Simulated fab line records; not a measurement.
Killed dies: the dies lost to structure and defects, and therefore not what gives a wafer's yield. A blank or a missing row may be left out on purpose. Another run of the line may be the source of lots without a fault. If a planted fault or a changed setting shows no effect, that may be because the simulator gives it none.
Which of the tools did it? | flow sky130 | 42 wafers from 14 lots sampled at 5 of the route's 708 steps

WHAT EACH GAUGE READ, for each wafer
SKY_METAL5_THK_MEAS_06: measures by xrf.
lot  | measured     | on            | METAL5_ALCU_THK (nm)
L756 | day 42 20:27 | film-metro-04 | 1141 1135 1131
L757 | day 43 00:47 | film-metro-04 | 1125 1123 1111
L758 | day 43 12:34 | film-metro-01 | 1136 1127 1128
L759 | day 43 20:52 | film-metro-02 | 1128 1141 1136
L761 | day 44 15:07 | film-metro-02 | 1132 1130 1127
L764 | day 45 01:40 | film-metro-02 | 1115 1127 1125
L765 | day 45 05:38 | film-metro-01 | 1128 1118 1135
L766 | day 45 13:04 | film-metro-01 | 1169 1145 1144
L767 | day 45 21:44 | film-metro-01 | 1154 1133 1146
L768 | day 46 00:29 | film-metro-02 | 1343 1341 1346
L769 | day 46 04:20 | film-metro-01 | 1324 1354 1319
L777 | day 48 08:02 | film-metro-04 | 1140 1152 1151
L778 | day 48 10:25 | film-metro-02 | 1154 1149 1155
L779 | day 48 19:12 | film-metro-01 | 1133 1157 1123

TOOL THAT RAN EACH LOT (tool first, then ch and the chambers of the sampled wafers, then the start)
lot  | SKY_VIA1_SPUTTER_20          | SKY_VIA2_STRIP_16                    | SKY_METAL3_SPUTTER_03        | SKY_METAL5_SPUTTER_04
L756 | pvd-sputter-03, day 33 21:18 | plasma-asher-03 ch 0,1, day 36 04:25 | pvd-sputter-01, day 36 05:54 | pvd-sputter-02, day 42 20:17
L757 | pvd-sputter-01, day 34 04:51 | plasma-asher-01 ch 0,1, day 36 11:32 | pvd-sputter-01, day 36 13:03 | pvd-sputter-04, day 43 00:36
L758 | pvd-sputter-01, day 34 19:55 | plasma-asher-04 ch 0,1, day 37 03:11 | pvd-sputter-04, day 37 04:32 | pvd-sputter-01, day 43 12:23
L759 | pvd-sputter-02, day 35 01:04 | plasma-asher-03 ch 0,1, day 37 07:10 | pvd-sputter-01, day 37 08:31 | pvd-sputter-02, day 43 20:42
L761 | pvd-sputter-01, day 35 20:07 | plasma-asher-04 ch 0,1, day 38 02:56 | pvd-sputter-03, day 38 04:18 | pvd-sputter-01, day 44 14:56
L764 | pvd-sputter-02, day 36 11:49 | plasma-asher-04 ch 0,1, day 38 18:34 | pvd-sputter-04, day 38 20:00 | pvd-sputter-01, day 45 01:29
L765 | pvd-sputter-02, day 36 17:04 | plasma-asher-01 ch 0,1, day 38 22:34 | pvd-sputter-03, day 38 23:55 | pvd-sputter-04, day 45 05:28
L766 | pvd-sputter-01, day 36 23:19 | plasma-asher-01 ch 0,1, day 39 06:10 | pvd-sputter-03, day 39 07:31 | pvd-sputter-02, day 45 12:53
L767 | pvd-sputter-02, day 37 10:55 | plasma-asher-04 ch 0,1, day 39 15:25 | pvd-sputter-03, day 39 16:44 | pvd-sputter-01, day 45 21:32
L768 | pvd-sputter-03, day 37 15:33 | plasma-asher-01 ch 0,1, day 39 20:20 | pvd-sputter-01, day 39 21:43 | pvd-sputter-01, day 46 00:19
L769 | pvd-sputter-02, day 37 21:06 | plasma-asher-03 ch 0,1, day 40 01:49 | pvd-sputter-03, day 40 03:10 | pvd-sputter-02, day 46 04:10
L777 | pvd-sputter-03, day 40 08:54 | plasma-asher-04 ch 0,1, day 42 15:14 | pvd-sputter-04, day 42 16:41 | pvd-sputter-01, day 48 07:52
L778 | pvd-sputter-02, day 40 15:44 | plasma-asher-04 ch 1, day 42 19:10   | pvd-sputter-03, day 42 20:33 | pvd-sputter-01, day 48 10:14
L779 | pvd-sputter-02, day 41 01:31 | plasma-asher-01 ch 0, day 43 04:10   | pvd-sputter-04, day 43 05:31 | pvd-sputter-04, day 48 19:01
- SKY_VIA1_SPUTTER_20: material TiN, target thk 20 nm, time 80 s.
- SKY_VIA2_STRIP_16: strips in O2/N2.
- SKY_METAL3_SPUTTER_03: material Ti, target thk 5 nm, time 3.3 s.
- SKY_METAL5_SPUTTER_04: material TiN, target thk 70 nm, time 58.3 s.

AS READ BY THE TOOLS THEMSELVES (means over the sampled wafers that have a number; for cases with no such wafer, the mark the record gives instead)
SKY_VIA1_SPUTTER_20.
lot  | tool           | cathode-dc-power-W (W) | chamber-pressure-pa (Pa) | throttle-valve-pct (%)
L756 | pvd-sputter-03 | 3999.6                 | 5.005                    | 30.5
L757 | pvd-sputter-01 | 4000.1                 | 5.004                    | 30.0
L758 | pvd-sputter-01 | 3999.7                 | 4.997                    | 31.3
L759 | pvd-sputter-02 | 4000.0                 | 4.987                    | 30.5
L761 | pvd-sputter-01 | 4000.3                 | 4.999                    | 30.8
L764 | pvd-sputter-02 | 4000.7                 | 5.004                    | 29.8
L765 | pvd-sputter-02 | 4000.6                 | 5.009                    | 29.8
L766 | pvd-sputter-01 | 4000.3                 | 4.999                    | 30.1
L767 | pvd-sputter-02 | 3999.7                 | 4.992                    | 30.3
L768 | pvd-sputter-03 | 3999.6                 | 4.995                    | 30.4
L769 | pvd-sputter-02 | 4000.3                 | 5.000                    | 30.1
L777 | pvd-sputter-03 | 3999.8                 | 4.993                    | 30.6
L778 | pvd-sputter-02 | 3999.4                 | 5.000                    | 29.8
L779 | pvd-sputter-02 | 4000.9                 | 4.995                    | 29.9

SKY_VIA2_STRIP_16.
lot  | tool            | drypump-motor-current-A (A) | n2-flow-sccm (sccm) | oes-product-au (a.u.) | strip-time-to-endpoint-s (s)
L756 | plasma-asher-03 | 5.4                         | 300.3               | 0.398                 | 4.037
L757 | plasma-asher-01 | 5.5                         | 300.5               | 0.399                 | 4.048
L758 | plasma-asher-04 | 6.0                         | 300.2               | 0.399                 | 4.058
L759 | plasma-asher-03 | 5.4                         | 300.4               | 0.407                 | 4.074
L761 | plasma-asher-04 | 6.0                         | 299.0               | 0.400                 | 4.032
L764 | plasma-asher-04 | 6.0                         | 299.7               | 0.396                 | 4.036
L765 | plasma-asher-01 | 5.5                         | 300.3               | 0.400                 | 4.005
L766 | plasma-asher-01 | 5.5                         | 299.4               | 0.397                 | 4.058
L767 | plasma-asher-04 | 5.8                         | 299.6               | 0.400                 | 4.037
L768 | plasma-asher-01 | 5.4                         | 300.6               | 0.395                 | 4.017
L769 | plasma-asher-03 | 5.7                         | 300.9               | 0.397                 | 4.054
L777 | plasma-asher-04 | 6.0                         | 299.4               | 0.399                 | 4.027
L778 | plasma-asher-04 | 5.7                         | 299.3               | 0.395                 | 4.024
L779 | plasma-asher-01 | 5.5                         | 299.9               | 0.398                 | 4.019

SKY_METAL3_SPUTTER_03.
lot  | tool           | cathode-dc-power-W (W) | chamber-pressure-pa (Pa) | throttle-valve-pct (%)
L756 | pvd-sputter-01 | 3000.3                 | 0.3995                   | 30.7
L757 | pvd-sputter-01 | 2999.7                 | 0.4005                   | 30.7
L758 | pvd-sputter-04 | 3000.4                 | 0.3994                   | 31.2
L759 | pvd-sputter-01 | 3000.2                 | 0.3997                   | 30.2
L761 | pvd-sputter-03 | 3000.3                 | 0.3997                   | 30.6
L764 | pvd-sputter-04 | 3000.3                 | 0.3998                   | 31.2
L765 | pvd-sputter-03 | 3000.4                 | 0.3996                   | 30.6
L766 | pvd-sputter-03 | 2999.7                 | 0.3993                   | 30.4
L767 | pvd-sputter-03 | 3000.0                 | 0.4006                   | 30.5
L768 | pvd-sputter-01 | 2999.8                 | 0.3997                   | 30.0
L769 | pvd-sputter-03 | 3000.4                 | 0.4002                   | 30.6
L777 | pvd-sputter-04 | 3000.1                 | 0.3998                   | 30.3
L778 | pvd-sputter-03 | 3000.3                 | 0.4010                   | 30.8
L779 | pvd-sputter-04 | 3000.3                 | 0.4008                   | 30.5

SKY_METAL5_SPUTTER_04.
lot  | tool           | cathode-dc-power-W (W) | chamber-pressure-pa (Pa) | throttle-valve-pct (%)
L756 | pvd-sputter-02 | 6499.6                 | 0.4002                   | 30.9
L757 | pvd-sputter-04 | 6499.4                 | 0.4000                   | 31.1
L758 | pvd-sputter-01 | 6499.6                 | 0.3998                   | 30.7
L759 | pvd-sputter-02 | 6499.7                 | 0.3998                   | 29.8
L761 | pvd-sputter-01 | 6500.6                 | 0.4000                   | 30.6
L764 | pvd-sputter-01 | 6501.2                 | 0.4003                   | 31.1
L765 | pvd-sputter-04 | 6502.4                 | 0.3996                   | 31.7
L766 | pvd-sputter-02 | 6500.9                 | 0.4002                   | 30.3
L767 | pvd-sputter-01 | 6500.5                 | 0.4000                   | 30.0
L768 | pvd-sputter-01 | -                      | -                        | -
L769 | pvd-sputter-02 | -                      | -                        | -
L777 | pvd-sputter-01 | 6500.5                 | 0.3999                   | 30.4
L778 | pvd-sputter-01 | 6500.2                 | 0.4002                   | 30.5
L779 | pvd-sputter-04 | 6499.6                 | 0.3993                   | 30.5

THE ANSWER, worked out from the rows above alone
Rule: usual is defined by the lots themselves. Put in order of their means at a reading, lots are off if they are a third of the lots or fewer, leave a main group of 4 or more, and stand apart from it by a gap of 3 or more times the standard deviation of the main group's means; of several such gaps the widest counts. A main group whose means are all the same, to the digits that the tables above print for the reading, isn't used. A lot without any number at a reading at which 4 lots or more have one is off too. Where the step has rows for the other lots, those lots are counted as sound. The gauges are gone through in route order, then the tools' own readings, and for those a lot's mean is taken as printed above. The first step at which some lot is off is used, and at that step the reading that is off furthest; a lot without a number counts as furthest.
Off: L768, L769, at SKY_METAL5_THK_MEAS_06 (METAL5_ALCU_THK). Mean 1136 nm and standard deviation 11 in the main group.
A tool fits if, at a process step before that reading, it ran every lot that is off, and no sound lot after the first of them. Not tried: the gauges at SKY_METAL5_THK_MEAS_06; whatever is off there is also off at SKY_METAL5_SPUTTER_04, on other tools, and gauge error can't account for it. Of those tried, none fits.

WHAT THE SIMULATOR HAD INSERTED
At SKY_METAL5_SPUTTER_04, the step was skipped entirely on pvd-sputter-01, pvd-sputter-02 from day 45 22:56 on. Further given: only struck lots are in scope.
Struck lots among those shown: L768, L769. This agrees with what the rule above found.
